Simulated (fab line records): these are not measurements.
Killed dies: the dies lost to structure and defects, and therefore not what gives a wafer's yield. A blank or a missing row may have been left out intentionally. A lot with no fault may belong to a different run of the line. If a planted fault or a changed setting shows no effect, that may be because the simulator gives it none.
Which tool is to blame? | flow gf180mcu | 72 wafers from 24 lots sampled at 5 of the route's 602 steps

WHAT THE GAUGES READ, wafer by wafer
GF_PSD_OVL_MEAS_08.
lot  | measured     | on         | PSD_OVL (nm)
L074 | day 14 00:23 | overlay-02 | -2.2 -2.3 -1.3
L075 | day 14 15:13 | overlay-02 | -0.5 -0.3 0.0
L076 | day 14 21:04 | overlay-01 | -2.2 -3.2 -1.8
L077 | day 15 07:28 | overlay-02 | -0.4 0.6 1.0
L078 | day 15 19:08 | overlay-01 | 1.4 2.3 1.3
L079 | day 16 09:55 | overlay-01 | 0.3 -0.6 -0.4
L080 | day 16 12:14 | overlay-01 | -0.4 1.2 0.9
L081 | day 16 20:01 | overlay-01 | -0.8 -1.1 -1.3
L082 | day 17 03:50 | overlay-01 | -1.9 -1.1 -2.0
L083 | day 17 07:42 | overlay-02 | -2.1 -0.9 -1.1
L084 | day 17 12:46 | overlay-02 | -3.0 -1.1 -1.6
L085 | day 18 00:40 | overlay-01 | -0.1 0.3 -0.2
L086 | day 18 09:50 | overlay-01 | -3.0 -3.1 -2.2
L087 | day 18 18:35 | overlay-02 | 0.0 -1.5 -1.3
L088 | day 19 00:50 | overlay-01 | 2.8 3.4 3.4
L089 | day 19 11:31 | overlay-01 | -0.3 -0.4 -1.0
L090 | day 19 20:04 | overlay-01 | 1.5 2.2 1.1
L091 | day 20 01:56 | overlay-02 | -1.9 0.3 -2.7
L092 | day 20 08:55 | overlay-01 | -2.4 -0.7 -3.0
L093 | day 20 20:56 | overlay-02 | -1.0 -0.8 -1.8
L094 | day 21 06:11 | overlay-02 | -1.4 -0.9 -2.5
L095 | day 21 12:47 | overlay-02 | -3.2 -1.7 -3.0
L096 | day 21 20:14 | overlay-02 | -1.2 0.7 -0.3
L097 | day 22 07:10 | overlay-02 | 0.0 -0.7 0.9

GF_M1_THK_MEAS_06: measures by xrf.
lot  | measured     | on            | M1_ALCU_THK (nm)
L074 | day 15 22:41 | film_metro-04 | 440 441 441
L075 | day 16 14:26 | film_metro-04 | 443 441 437
L076 | day 16 19:41 | film_metro-01 | 440 441 440
L077 | day 17 16:37 | film_metro-04 | 439 439 442
L078 | day 17 19:55 | film_metro-04 | 436 437 436
L079 | day 18 18:56 | film_metro-04 | 422 429 432
L080 | day 18 19:30 | film_metro-04 | 435 439 439
L081 | day 18 22:22 | film_metro-01 | 429 437 429
L082 | day 19 04:46 | film_metro-01 | 434 438 439
L083 | day 19 10:30 | film_metro-04 | 445 440 443
L084 | day 19 15:13 | film_metro-01 | 430 431 435
L085 | day 20 04:04 | film_metro-02 | 436 432 436
L086 | day 20 15:07 | film_metro-01 | 443 434 433
L087 | day 20 21:43 | film_metro-04 | 431 438 430
L088 | day 21 05:13 | film_metro-02 | 434 435 436
L089 | day 21 15:18 | film_metro-01 | 432 431 436
L090 | day 22 00:25 | film_metro-04 | 433 430 432
L091 | day 22 05:43 | film_metro-02 | 439 439 439
L092 | day 22 12:23 | film_metro-01 | 434 432 435
L093 | day 22 23:10 | film_metro-04 | 427 432 436
L094 | day 23 09:35 | film_metro-04 | 436 435 438
L095 | day 23 15:41 | film_metro-04 | 432 437 432
L096 | day 23 21:52 | film_metro-01 | 442 433 435
L097 | day 24 09:10 | film_metro-04 | 442 440 435

GF_V1_OVL_MEAS_15.
lot  | measured     | on         | V1_OVL (nm)
L074 | day 17 20:04 | overlay-01 | 6 0 -1
L075 | day 18 17:59 | overlay-02 | 7 -1 4
L076 | day 18 19:25 | overlay-01 | 3 -1 -3
L077 | day 19 16:44 | overlay-01 | -3 3 -4
L078 | day 19 21:09 | overlay-02 | 0 -4 6
L079 | day 20 20:13 | overlay-02 | -6 -2 -8
L080 | day 20 21:17 | overlay-01 | 1 0 -6
L081 | day 21 01:12 | overlay-01 | -3 -3 -2
L082 | day 21 05:43 | overlay-01 | -1 -8 -2
L083 | day 21 11:41 | overlay-02 | 6 -4 4
L084 | day 21 15:26 | overlay-02 | 2 1 1
L085 | day 22 05:37 | overlay-01 | -2 2 0
L086 | day 22 15:47 | overlay-01 | -9 -3 -16
L087 | day 22 22:25 | overlay-01 | -2 -8 -5
L088 | day 23 05:44 | overlay-01 | 8 3 -2
L089 | day 23 14:29 | overlay-02 | -6 -6 -4
L090 | day 23 23:14 | overlay-01 | 0 7 4
L091 | day 24 04:34 | overlay-01 | 0 0 -2
L092 | day 24 10:34 | overlay-01 | -7 -6 -11
L093 | day 24 21:01 | overlay-02 | 0 3 2
L094 | day 25 06:26 | overlay-01 | -6 -7 -9
L095 | day 25 12:31 | overlay-02 | 6 1 -7
L096 | day 25 17:20 | overlay-02 | -9 -11 -9
L097 | day 26 05:17 | overlay-02 | 8 1 10

WHAT TOOL EACH LOT RAN ON (gives the tool, then ch and the chambers of the sampled wafers, and finally the start)
lot  | GF_CONTACT_STRIP_18                  | GF_CONTACT_CVD_24
L074 | plasma_asher-04 ch 0,1, day 15 21:16 | cvd_w-01 ch 0, day 15 21:41
L075 | plasma_asher-04 ch 0,1, day 16 13:07 | cvd_w-02 ch 0,1, day 16 13:31
L076 | plasma_asher-02 ch 0,1, day 16 18:22 | cvd_w-02 ch 0,1, day 16 18:46
L077 | plasma_asher-01 ch 0,1, day 17 06:53 | cvd_w-01 ch 0,1, day 17 07:17
L078 | plasma_asher-01 ch 0,1, day 17 18:23 | cvd_w-01 ch 0,1, day 17 18:48
L079 | plasma_asher-01 ch 0,1, day 18 17:29 | cvd_w-02 ch 1, day 18 17:53
L080 | plasma_asher-02 ch 0,1, day 18 18:10 | cvd_w-02 ch 0,1, day 18 18:35
L081 | plasma_asher-02 ch 0,1, day 18 21:03 | cvd_w-01 ch 0,1, day 18 21:28
L082 | plasma_asher-01 ch 0,1, day 19 03:26 | cvd_w-02 ch 0,1, day 19 03:50
L083 | plasma_asher-04 ch 0,1, day 19 09:11 | cvd_w-02 ch 0,1, day 19 09:36
L084 | plasma_asher-02 ch 0,1, day 19 13:47 | cvd_w-01 ch 1, day 19 14:13
L085 | plasma_asher-01 ch 0,1, day 20 02:43 | cvd_w-02 ch 0,1, day 20 03:08
L086 | plasma_asher-04 ch 0,1, day 20 13:49 | cvd_w-02 ch 0,1, day 20 14:13
L087 | plasma_asher-02 ch 0,1, day 20 20:22 | cvd_w-02 ch 0,1, day 20 20:48
L088 | plasma_asher-02 ch 0,1, day 21 03:52 | cvd_w-02 ch 0,1, day 21 04:17
L089 | plasma_asher-01 ch 0,1, day 21 13:59 | cvd_w-02 ch 0,1, day 21 14:23
L090 | plasma_asher-01 ch 0,1, day 21 23:07 | cvd_w-01 ch 0,1, day 21 23:30
L091 | plasma_asher-02 ch 1, day 22 04:20   | cvd_w-01 ch 0,1, day 22 04:47
L092 | plasma_asher-04 ch 0,1, day 22 11:02 | cvd_w-02 ch 0,1, day 22 11:28
L093 | plasma_asher-02 ch 0,1, day 22 21:50 | cvd_w-01 ch 0,1, day 22 22:15
L094 | plasma_asher-02 ch 0,1, day 23 08:16 | cvd_w-02 ch 0,1, day 23 08:39
L095 | plasma_asher-04 ch 0,1, day 23 14:20 | cvd_w-02 ch 0,1, day 23 14:45
L096 | plasma_asher-04 ch 0,1, day 23 20:33 | cvd_w-01 ch 0,1, day 23 20:58
L097 | plasma_asher-01 ch 0,1, day 24 07:44 | cvd_w-01 ch 0,1, day 24 08:14
- GF_CONTACT_STRIP_18: strips in O2/N2.
- GF_CONTACT_CVD_24: deposits W, target thk 300 nm, time 90.339 s.

WHAT THE TOOLS THEMSELVES READ (means of the sampled wafers that have a number; where no wafer has one, the mark that the record gives instead)
GF_CONTACT_STRIP_18.
lot  | tool            | drypump_motor_current_A (A) | heater_power_w (W) | oes_product_au (a.u.)
L074 | plasma_asher-04 | 5.3                         | 297                | 0.582
L075 | plasma_asher-04 | 5.3                         | 297                | 0.582
L076 | plasma_asher-02 | 6.1                         | 295                | 0.575
L077 | plasma_asher-01 | 5.8                         | 285                | 0.583
L078 | plasma_asher-01 | 5.8                         | 285                | 0.575
L079 | plasma_asher-01 | 5.7                         | 322                | 0.579
L080 | plasma_asher-02 | 5.9                         | 315                | 0.586
L081 | plasma_asher-02 | 6.2                         | 296                | 0.578
L082 | plasma_asher-01 | 5.8                         | 320                | 0.583
L083 | plasma_asher-04 | 5.3                         | 288                | 0.584
L084 | plasma_asher-02 | 6.2                         | 294                | 0.578
L085 | plasma_asher-01 | 5.7                         | 324                | 0.576
L086 | plasma_asher-04 | 5.3                         | 286                | 0.584
L087 | plasma_asher-02 | 5.9                         | 312                | 0.577
L088 | plasma_asher-02 | 6.2                         | 298                | 0.578
L089 | plasma_asher-01 | 5.7                         | 326                | 0.582
L090 | plasma_asher-01 | 5.8                         | 284                | 0.586
L091 | plasma_asher-02 | 5.6                         | 318                | 0.577
L092 | plasma_asher-04 | 5.2                         | 285                | 0.579
L093 | plasma_asher-02 | 6.1                         | 298                | 0.574
L094 | plasma_asher-02 | 5.9                         | 311                | 0.574
L095 | plasma_asher-04 | 5.6                         | 277                | 0.579
L096 | plasma_asher-04 | 5.6                         | 269                | 0.577
L097 | plasma_asher-01 | 5.7                         | 321                | 0.579

GF_CONTACT_CVD_24.
lot  | tool     | heater_power_w (W)
L074 | cvd_w-01 | 865
L075 | cvd_w-02 | 780
L076 | cvd_w-02 | 826
L077 | cvd_w-01 | 832
L078 | cvd_w-01 | 835
L079 | cvd_w-02 | 725
L080 | cvd_w-02 | 770
L081 | cvd_w-01 | 871
L082 | cvd_w-02 | 761
L083 | cvd_w-02 | 766
L084 | cvd_w-01 | 817
L085 | cvd_w-02 | 766
L086 | cvd_w-02 | 806
L087 | cvd_w-02 | 802
L088 | cvd_w-02 | 817
L089 | cvd_w-02 | 762
L090 | cvd_w-01 | 862
L091 | cvd_w-01 | 847
L092 | cvd_w-02 | 807
L093 | cvd_w-01 | 863
L094 | cvd_w-02 | 769
L095 | cvd_w-02 | 821
L096 | cvd_w-01 | 840
L097 | cvd_w-01 | 841

THE ANSWER, worked out from the rows above alone
Rule: the lots themselves supply what counts as usual. Put in order of their means at a reading, lots are off if they are a third of the lots or fewer, leave a main group of 4 or more, and stand apart from it by a gap of 3 or more times the standard deviation of the main group's means; of several such gaps the widest counts. A main group whose means are all the same, to the digits that the tables above print for the reading, isn't used. Also off: a lot with no number at a reading for which 4 or more lots have one. Where the step has rows for the other lots, those lots are counted as sound. The gauges are gone through in route order, then the tools' own readings, and for those a lot's mean is taken as printed above. At the first step where some lot is off, the reading lying furthest off is the one used; lots without a number count as furthest.
No lot is off on any of the readings shown, so nothing can be concluded from this.

WHAT THE SIMULATOR PUT IN
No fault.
